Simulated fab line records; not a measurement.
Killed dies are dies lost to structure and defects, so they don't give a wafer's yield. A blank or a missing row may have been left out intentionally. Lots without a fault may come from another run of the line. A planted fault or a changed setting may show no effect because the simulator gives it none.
fab line records ; flow sky130
record: lots: 12; wafers: 36; last_day: 50
route steps=708 shown FIELD_ISO@3 PWDE@84 VT_ADJUST_PCH@152
lots with no fault: from the same line, run without faults
start_h: the number of hours between the record's first day and the start of the first shown wafer of the lot ; wait_h: hours from the lot's prior step to this one ; " repeats the value in the row above ; L1.1+2: a single row standing in for several wafers ; - value missing, or start not given ; * or withheld: withheld ; < > ~ a bound
route shown NAME@n: a module of which the file shows steps, and the number in the route of the first ; usual: the fault-free wafers' mean and standard deviation ; same: alike in all rows ; chamber/n: place in a boat ; sites: per-site readings ; _std_site: how widely they spread, as a standard deviation ; _edge_site: outer sites' mean less inner sites' ; radius_mm: for every site, how far away it sits from the centre of the wafer ; mask NAME#n: copy n ; behind: the last tool/chamber to shape the wafer ; hold: the reason the lot was held/the length of the hold in hours/how it ended ; device: transistor that didn't switch, given as n, p or np ; end of line: tests run on the same wafers once the route is complete ; a step without rows: its recipe alone ; killed: at the first sort, the dies lost to defects and structure; wafer yield is something else ; map: per-die view of a wafer (x killed, . not killed, _ where there is no die)
set.NAME: setting as actually run; set.NAME@STEP: the setting as run at that earlier step ; model.NAME: the simulator's own value behind a step, which no gauge read
steps of the route over a sample of lots; a table a step, a row a wafer
services: when a tool's chamber went out of use (start_h, in hours from the record's first day, below 0 if earlier), for how many hours, and the reason
== steps ==
step: SKY_FIELD_ISO_THK_MEAS_02
recipe: reads: SiO2_of_FIELD_ISO_OXIDATION_01
usual: FIELD_ISO_OXIDATION_00_THK: 12.00/0.25
lot.wafer;tool;chamber;start_h;wait_h;FIELD_ISO_OXIDATION_00_THK[nm]
L596.2;film_metro-02;-;17.33;0.0;11.56
L596.3;film_metro-02;-;17.33;0.0;11.52
L596.4;film_metro-02;-;17.33;0.0;11.84
L598.2;film_metro-01;-;26.64;0.0;11.96
L598.5;film_metro-01;-;26.64;0.0;12.10
L598.6;film_metro-01;-;26.64;0.0;11.93
L600.1;film_metro-01;-;37.03;0.0;11.76
L600.2;film_metro-01;-;37.03;0.0;11.79
L600.6;film_metro-01;-;37.03;0.0;11.72
L601.2;film_metro-03;-;41.93;0.0;11.97
L601.4;film_metro-03;-;41.93;0.0;11.89
L601.6;film_metro-03;-;41.93;0.0;11.96
L602.2;film_metro-01;-;46.64;0.0;12.03
L602.3;film_metro-01;-;46.64;0.0;12.00
L602.4;film_metro-01;-;46.64;0.0;12.05
L603.3;film_metro-02;-;52.57;0.0;11.81
L603.4;film_metro-02;-;52.57;0.0;11.84
L603.5;film_metro-02;-;52.57;0.0;11.87
L605.1;film_metro-02;-;61.63;0.0;12.22
L605.2;film_metro-02;-;61.63;0.0;12.09
L605.5;film_metro-02;-;61.63;0.0;12.08
L606.1;film_metro-02;-;67.16;0.0;12.18
L606.3;film_metro-02;-;67.16;0.0;12.02
L606.6;film_metro-02;-;67.16;0.0;12.01
L615.1;film_metro-02;-;112.48;0.0;11.78
L615.3;film_metro-02;-;112.48;0.0;11.80
L615.6;film_metro-02;-;112.48;0.0;12.10
L616.1;film_metro-02;-;118.89;0.0;11.98
L616.5;film_metro-02;-;118.89;0.0;12.10
L616.6;film_metro-02;-;118.89;0.0;12.12
L617.1;film_metro-03;-;121.63;0.0;12.46
L617.4;film_metro-03;-;121.63;0.0;12.52
L617.5;film_metro-03;-;121.63;0.0;12.42
L618.1;film_metro-02;-;127.33;0.0;12.30
L618.2;film_metro-02;-;127.33;0.0;12.24
L618.5;film_metro-02;-;127.33;0.0;12.18
step: SKY_FIELD_ISO_CVD_24
recipe: material: SiO2; target_thk_nm: 595; temp_c: 650; sigma_open_frac: 0.3; time_s: 99.2; sih4_flow_sccm: 60; pressure_mtorr: 6
lot.wafer;tool;chamber;start_h;wait_h
L596.2+3+4;hdpcvd-02;0,1,1;38.26;0.0
L598.2+5+6;hdpcvd-01;0,2,1;46.63;0.0
L600.1+2+6;hdpcvd-02;0,2,0;57.71;0.1
L601.2+4+6;hdpcvd-01;1,0,1;61.42;0.0
L602.2+3+4;hdpcvd-02;1,0,2;65.85;0.0
L603.3+4+5;hdpcvd-01;1,2,0;72.77;0.0
L605.1+2+5;hdpcvd-02;0,1,2;82.86;0.1
L606.1+3+6;hdpcvd-01;1,2,2;90.18;0.1
L615.1+3+6;hdpcvd-02;1,2,2;136.63;0.1
L616.1+5+6;hdpcvd-01;1,1,0;142.87;0.1
L617.1+4+5;hdpcvd-02;2,0,2;148.35;0.1
L618.1+2+5;hdpcvd-02;0,2,1;151.14;0.1
step: SKY_FIELD_ISO_THK_MEAS_25
recipe: reads: SiO2_of_FIELD_ISO_CVD_24
usual: FIELD_ISO_CVD_24_THK: 595/4.6
lot.wafer;tool;chamber;start_h;wait_h;FIELD_ISO_CVD_24_THK[nm]
L596.2;film_metro-02;-;38.34;0.0;597
L596.3;film_metro-02;-;38.34;0.0;595
L596.4;film_metro-02;-;38.34;0.0;599
L598.2;film_metro-01;-;46.71;0.0;599
L598.5;film_metro-01;-;46.71;0.0;594
L598.6;film_metro-01;-;46.71;0.0;595
L600.1;film_metro-01;-;57.82;0.1;590
L600.2;film_metro-01;-;57.82;0.1;595
L600.6;film_metro-01;-;57.82;0.1;601
L601.2;film_metro-03;-;61.50;0.0;602
L601.4;film_metro-03;-;61.50;0.0;591
L601.6;film_metro-03;-;61.50;0.0;587
L602.2;film_metro-01;-;65.93;0.0;840
L602.3;film_metro-01;-;65.93;0.0;833
L602.4;film_metro-01;-;65.93;0.0;839
L603.3;film_metro-01;-;72.86;0.1;598
L603.4;film_metro-01;-;72.86;0.1;594
L603.5;film_metro-01;-;72.86;0.1;592
L605.1;film_metro-02;-;82.94;0.0;838
L605.2;film_metro-02;-;82.94;0.0;850
L605.5;film_metro-02;-;82.94;0.0;839
L606.1;film_metro-01;-;90.25;0.0;601
L606.3;film_metro-01;-;90.25;0.0;596
L606.6;film_metro-01;-;90.25;0.0;591
L615.1;film_metro-03;-;136.71;0.0;598
L615.3;film_metro-03;-;136.71;0.0;592
L615.6;film_metro-03;-;136.71;0.0;594
L616.1;film_metro-01;-;142.94;0.0;596
L616.5;film_metro-01;-;142.94;0.0;589
L616.6;film_metro-01;-;142.94;0.0;597
L617.1;film_metro-01;-;148.42;0.0;585
L617.4;film_metro-01;-;148.42;0.0;600
L617.5;film_metro-01;-;148.42;0.0;598
L618.1;film_metro-03;-;151.21;0.0;602
L618.2;film_metro-03;-;151.21;0.0;603
L618.5;film_metro-03;-;151.21;0.0;596
step: SKY_FIELD_ISO_CMP_27
recipe: stop_on: Si3N4; t_overpolish_s: 16; down_force_psi: 4; platen_rpm: 60; target_thk_nm: 457.8; pad_velocity_m_s: 0.94248
usual: motor_current_A: 12.9/1.5; platen_rpm: 60.00/0.04; time_to_endpoint_s: 110/4.1
lot.wafer;tool;chamber;start_h;wait_h;motor_current_A;platen_rpm;time_to_endpoint_s
L596.4;cmp-01;0;40.41;0.0;10.8;60.04;120
L596.3;cmp-01;1;40.41;0.0;11.3;60.01;113
L596.2;cmp-01;3;40.41;0.0;15.2;59.86;119
L598.2;cmp-01;1;48.26;0.0;10.5;59.98;116
L598.6;cmp-01;1;48.26;0.0;11.2;59.99;111
L598.5;cmp-01;2;48.26;0.0;13.6;60.02;111
L600.1;cmp-02;2;59.48;0.1;14.2;60.06;108
L600.2;cmp-02;3;59.48;0.1;13.6;60.01;107
L600.6;cmp-02;1;59.48;0.1;13.0;60.02;111
L601.4;cmp-02;0;63.18;0.1;11.2;60.05;106
L601.2;cmp-02;2;63.18;0.1;15.2;59.92;111
L601.6;cmp-02;0;63.18;0.1;11.8;59.97;106
L602.3;cmp-01;2;67.48;0.0;13.7;60.04;149
L602.2;cmp-01;3;67.48;0.0;15.0;60.03;153
L602.4;cmp-01;1;67.48;0.0;11.4;60.01;155
L603.4;cmp-01;2;74.40;0.0;14.1;59.93;108
L603.3;cmp-01;0;74.40;0.0;10.9;60.05;117
L603.5;cmp-01;2;74.40;0.0;13.6;60.05;110
L605.1;cmp-01;3;84.50;0.0;14.4;60.02;155
L605.2;cmp-01;0;84.50;0.0;11.8;59.92;156
L605.5;cmp-01;3;84.50;0.0;14.7;59.97;152
L606.1;cmp-01;3;91.81;0.0;15.2;60.02;120
L606.3;cmp-01;0;91.81;0.0;10.5;60.07;113
L606.6;cmp-01;0;91.81;0.0;10.9;59.99;112
L615.3;cmp-01;3;139.59;0.0;14.2;59.94;107
L615.1;cmp-01;2;139.59;0.0;14.3;60.00;108
L615.6;cmp-01;0;139.59;0.0;11.0;60.04;107
L616.1;cmp-01;0;144.50;0.0;11.0;59.95;110
L616.5;cmp-01;0;144.50;0.0;11.4;60.08;113
L616.6;cmp-01;1;144.50;0.0;11.0;60.04;103
L617.4;cmp-01;1;150.03;0.1;11.7;59.98;114
L617.1;cmp-01;3;150.03;0.1;14.9;60.00;115
L617.5;cmp-01;1;150.03;0.1;11.3;60.03;109
L618.1;cmp-01;3;153.13;0.0;14.5;59.99;121
L618.2;cmp-01;0;153.13;0.0;11.0;59.98;115
L618.5;cmp-01;3;153.13;0.0;15.2;59.98;116
step: SKY_NWELL_RS_MEAS_31
recipe: thk_meas_gauge: four-point-probe
usual: PWDE_RS: 5270/16
lot.wafer;tool;chamber;start_h;wait_h;PWDE_RS[ohm/sq]
L596.2;film_metro-01;-;111.80;0.1;5274
L596.3;film_metro-01;-;111.80;0.1;5266
L596.4;film_metro-01;-;111.80;0.1;5266
L598.2;film_metro-03;-;122.97;0.1;5262
L598.5;film_metro-03;-;122.97;0.1;5255
L598.6;film_metro-03;-;122.97;0.1;5256
L600.1;film_metro-01;-;135.59;0.1;5262
L600.2;film_metro-01;-;135.59;0.1;5283
L600.6;film_metro-01;-;135.59;0.1;5288
L601.2;film_metro-04;-;138.45;0.1;5290
L601.4;film_metro-04;-;138.45;0.1;5275
L601.6;film_metro-04;-;138.45;0.1;5272
L602.2;film_metro-03;-;142.60;0.1;5281
L602.3;film_metro-03;-;142.60;0.1;5276
L602.4;film_metro-03;-;142.60;0.1;5266
L603.3;film_metro-04;-;149.67;0.1;5277
L603.4;film_metro-04;-;149.67;0.1;5267
L603.5;film_metro-04;-;149.67;0.1;5300
L605.1;film_metro-01;-;163.58;0.1;5275
L605.2;film_metro-01;-;163.58;0.1;5252
L605.5;film_metro-01;-;163.58;0.1;5263
L606.1;film_metro-01;-;171.58;0.1;5264
L606.3;film_metro-01;-;171.58;0.1;5272
L606.6;film_metro-01;-;171.58;0.1;5263
L615.1;film_metro-03;-;226.37;0.1;5270
L615.3;film_metro-03;-;226.37;0.1;5254
L615.6;film_metro-03;-;226.37;0.1;5243
L616.1;film_metro-03;-;231.68;0.1;5293
L616.5;film_metro-03;-;231.68;0.1;5290
L616.6;film_metro-03;-;231.68;0.1;5283
L617.1;film_metro-01;-;238.17;0.1;5231
L617.4;film_metro-01;-;238.17;0.1;5250
L617.5;film_metro-01;-;238.17;0.1;5246
L618.1;film_metro-03;-;241.67;0.1;5261
L618.2;film_metro-03;-;241.67;0.1;5281
L618.5;film_metro-03;-;241.67;0.1;5271
step: SKY_VT_ADJUST_PCH_STRIP_09
recipe: chemistry: O2/N2; power_w: 1400; pressure_mtorr: 1500; platen_temp_c: withheld; o2_flow_sccm: 3000; n2_flow_sccm: 300; overash_fraction: 0.5
usual: drypump_motor_current_A: 5.8/0.52; oes_product_au: 0.722/0.0045; strip_time_to_endpoint_s: 36.96/0.1
lot.wafer;tool;chamber;start_h;wait_h;drypump_motor_current_A;oes_product_au;rf_hours_counter_h;strip_time_to_endpoint_s
L596.2;plasma_asher-03;1;235.18;0.1;5.9;0.719;42;36.87
L596.3;plasma_asher-03;1;235.18;0.1;6.0;0.720;-;36.85
L596.4;plasma_asher-03;0;235.18;0.1;6.5;0.720;-;36.91
L598.2;plasma_asher-03;1;248.37;0.1;5.9;0.724;44;36.80
L598.5;plasma_asher-03;1;248.37;0.1;5.9;0.718;-;36.89
L598.6;plasma_asher-03;0;248.37;0.1;6.5;0.724;-;37.05
L600.1;plasma_asher-02;0;264.72;0.1;5.0;0.720;13;36.75
L600.2;plasma_asher-02;1;264.72;0.1;6.2;0.712;13;37.00
L600.6;plasma_asher-02;1;264.72;0.1;6.2;0.729;-;36.84
L601.2;plasma_asher-01;1;268.98;0.1;5.9;0.722;57;37.04
L601.4;plasma_asher-01;1;268.98;0.1;5.9;0.728;-;37.01
L601.6;plasma_asher-01;1;268.98;0.1;5.9;0.725;-;37.02
L602.2;plasma_asher-01;1;273.97;0.1;5.9;0.731;58;36.90
L602.3;plasma_asher-01;1;273.97;0.1;5.9;0.718;-;36.93
L602.4;plasma_asher-01;0;273.97;0.1;5.4;0.721;-;37.03
L603.3;plasma_asher-03;1;282.25;0.1;5.9;0.718;-;37.00
L603.4;plasma_asher-03;0;282.25;0.1;6.5;0.723;-;36.95
L603.5;plasma_asher-03;1;282.25;0.1;6.0;0.723;-;36.94
L605.1;plasma_asher-01;0;300.13;0.1;5.4;0.719;60;36.99
L605.2;plasma_asher-01;1;300.13;0.1;5.9;0.726;60;36.97
L605.5;plasma_asher-01;1;300.13;0.1;5.9;0.722;-;36.99
L606.1;plasma_asher-03;1;311.52;0.1;5.9;0.719;49;37.09
L606.3;plasma_asher-03;1;311.52;0.1;5.9;0.726;-;37.11
L606.6;plasma_asher-03;0;311.52;0.1;6.5;0.716;-;37.06
L615.1;plasma_asher-02;0;381.67;0.1;5.0;0.725;24;36.78
L615.3;plasma_asher-02;1;381.67;0.1;6.2;0.719;-;36.89
L615.6;plasma_asher-02;0;381.67;0.1;5.0;0.724;-;36.88
L616.1;plasma_asher-02;0;386.27;0.1;5.0;0.725;24;36.84
L616.5;plasma_asher-02;0;386.27;0.1;5.0;0.718;-;36.89
L616.6;plasma_asher-02;1;386.27;0.1;6.2;0.728;-;36.89
L617.1;plasma_asher-01;0;395.62;0.1;5.4;0.718;70;37.01
L617.4;plasma_asher-01;1;395.62;0.1;5.9;0.726;-;37.07
L617.5;plasma_asher-01;1;395.62;0.1;5.9;0.732;-;37.10
L618.1;plasma_asher-02;1;399.76;0.1;6.2;0.722;26;37.13
L618.2;plasma_asher-02;0;399.76;0.1;5.0;0.724;26;36.98
L618.5;plasma_asher-02;0;399.76;0.1;4.9;0.716;-;36.87
== services ==
tool;chamber;start_h;hours;kind
plasma_asher-02;-;19.16;2.8;pm
hdpcvd-02;1;46.35;17.4;repair
hdpcvd-01;-;53.74;1.7;repair
cmp-01;-;53.98;5.9;pm
hdpcvd-02;-;66.75;15.0;pm
cmp-01;-;82.33;1.6;repair
cmp-01;-;93.75;1.4;repair
hdpcvd-01;1;98.95;5.5;repair
cmp-01;-;128.66;3.4;repair
hdpcvd-01;0;165.15;16.3;repair
cmp-01;-;220.68;4.7;repair
cmp-01;-;238.48;4.0;pm
hdpcvd-02;1;278.04;5.4;repair
hdpcvd-02;-;278.82;2.3;repair
cmp-01;-;288.23;1.3;repair
hdpcvd-01;1;299.12;25.9;repair
cmp-01;-;303.63;3.9;pm
cmp-01;-;308.56;2.3;repair
hdpcvd-01;0;318.24;11.0;repair
cmp-01;-;321.36;1.8;repair
hdpcvd-01;-;351.51;1.8;repair
hdpcvd-01;-;361.96;6.0;pm
hdpcvd-01;-;367.96;15.0;pm
cmp-01;-;396.08;1.6;repair
== key ==
first_sign: step: SKY_FIELD_ISO_THK_MEAS_25; reading: FIELD_ISO_CVD_24_THK; direction: up; sigmas: 53; usual: 595; struck: 840
effect: step: SKY_FIELD_ISO_CMP_27; reading: time_to_endpoint_s; direction: up; sigmas: 11; usual: *; struck: *
met_at SKY_FIELD_ISO_CVD_24
struck_lots L602,L605
tester_left_out L602,L605
not_acting_at SKY_FIELD_ISO_THK_MEAS_02,SKY_NWELL_RS_MEAS_31,SKY_VT_ADJUST_PCH_STRIP_09
onset_between 57.71 65.85
fault: kind: process_parameter_drift; tool: hdpcvd-02; chamber: -; onset_h: 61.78; steps: SKY_FIELD_ISO_CVD_24; channel: target_thk_nm; offset: 245.28; shape: step; end_h: 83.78; acts_in: these_recipes_only; stated: 595
tester_left_out: of these lots the tester's yield and bins aren't shown, on N5 and GAA mostly nor the transistor test; their killed dies are dies lost to structure and defects alone, not to doping, threshold or leakage, so they don't give the yield
